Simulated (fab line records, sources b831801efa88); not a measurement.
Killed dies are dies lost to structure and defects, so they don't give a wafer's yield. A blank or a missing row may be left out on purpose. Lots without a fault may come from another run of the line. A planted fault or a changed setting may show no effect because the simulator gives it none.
A struck lot beside a sound one | flow sfq_line | 14 steps out of a route of 325
Sound: wafers L976.1, L976.2, L976.6. Struck: wafers L981.2, L981.5, L981.6. The cause comes at the end.
At each step with rows: each side's tool, then ch and its chambers, then its first start. Under that, the readings that differ: sound wafers | struck wafers | difference of the means | sigmas: that difference in standard deviations of wafers without a fault.
alike: readings whose means differ by less than 2 such deviations, and words and numbers that are the same on both sides. not compared: withheld readings, readings that some wafer has no value for, bounds like >300 that may hide the same value, and numbers for which the record gives no deviation and whose values overlap.
The two part at a step that has a row with sigmas, a row that says differs or no value, or rows on one side only. Numbers that don't overlap but have no deviation are shown without sigmas and don't part them. A reading that every wafer of one side lacks parts them only if that side has two wafers or more.

SFQ_TRILAYER_M2_BARC_OPEN_METAL_ETCH_077: etches BARC in O2, target depth 125 nm, time 41.7 s.
  sound on rie_metal-02 ch 0,1, day 27 10:56; struck on rie_metal-02 ch 0,1, day 34 10:08
  alike: drypump_motor_current_A, he_backside_leak_sccm, oes_product_au
  not compared: rf_hours_counter_h
SFQ_TRILAYER_M2_ETCH_METAL_ETCH_060: etches Nb in Cl2/Ar, stops on SiO2, target depth 240 nm, time 120 s.
  sound on rie_metal-02 ch 0,1, day 27 11:00; struck on rie_metal-02 ch 0,1, day 34 10:11
  alike: drypump_motor_current_A, he_backside_leak_sccm, oes_product_au
  not compared: rf_hours_counter_h
SFQ_TRILAYER_M2_STRIP_STRIP_061: strips in O2.
  sound on rie_metal-02 ch 0,1, day 27 11:08; struck on rie_metal-02 ch 0,1, day 34 10:19
  alike: drypump_motor_current_A, he_backside_leak_sccm, oes_product_au, platen_temp_c
  not compared: rf_hours_counter_h
then, 1 step without rows for these wafers: SFQ_TRILAYER_M2_STRIP_SOLV_CLEAN_062 (cleans in NMP, time 600 s).
SFQ_TRILAYER_I2_DEP_PECVD_063: deposits SiO2 from SiH4/N2O, time 111.11 s, target thk 500 nm.
  sound on pecvd-01 ch 0,1, day 27 11:54; struck on pecvd-02 ch 0,1,2, day 34 11:05
  alike: heater_power_w, showerhead_vpp_V, throttle_valve_pct
then, 1 step without rows for these wafers: SFQ_TRILAYER_I2_CMP_CMP_064 (polishes SiO2).
SFQ_I2_BOW_MEAS_917:
  sound on film_metro-04, day 27 15:47; struck on film_metro-02, day 34 14:11
  alike: I2_BOW
SFQ_TRILAYER_I2_METRO_MEASURE_065:
  sound on film_metro-04, day 27 15:54; struck on film_metro-02, day 34 14:29
  alike: thk_nm
then, 4 steps without rows for these wafers: SFQ_TRILAYER_I2_VIA_LITHO_COAT_072 (resist thk 62 nm); SFQ_TRILAYER_I2_VIA_LITHO_COAT_067 (resist thk 650 nm); SFQ_TRILAYER_I2_VIA_LITHO_SOFTBAKE_071; SFQ_TRILAYER_I2_VIA_LITHO_EXPOSE_068 (exposes mask I2, target cd 500 nm).
-- the record jumps here: 6 days lie between the struck wafers' starts before and after --
SFQ_TRILAYER_I2_VIA_LITHO_PEB_070: peb time 60 s.
  sound on litho_track-02 ch 0, day 33 14:41; struck on litho_track-02, day 40 10:14
  no value came back on the struck wafers for chill_plate_temp_C (C), exhaust_pa (Pa); on the sound wafers chill_plate_temp_C (C) reads 23.03 23.17 22.99
then, 1 step without rows for these wafers: SFQ_TRILAYER_I2_VIA_LITHO_DEVELOP_069 (time 60 s).

WHERE THEY PART
Only at SFQ_TRILAYER_I2_VIA_LITHO_PEB_070, within this record.

WHY: what the simulator had put in
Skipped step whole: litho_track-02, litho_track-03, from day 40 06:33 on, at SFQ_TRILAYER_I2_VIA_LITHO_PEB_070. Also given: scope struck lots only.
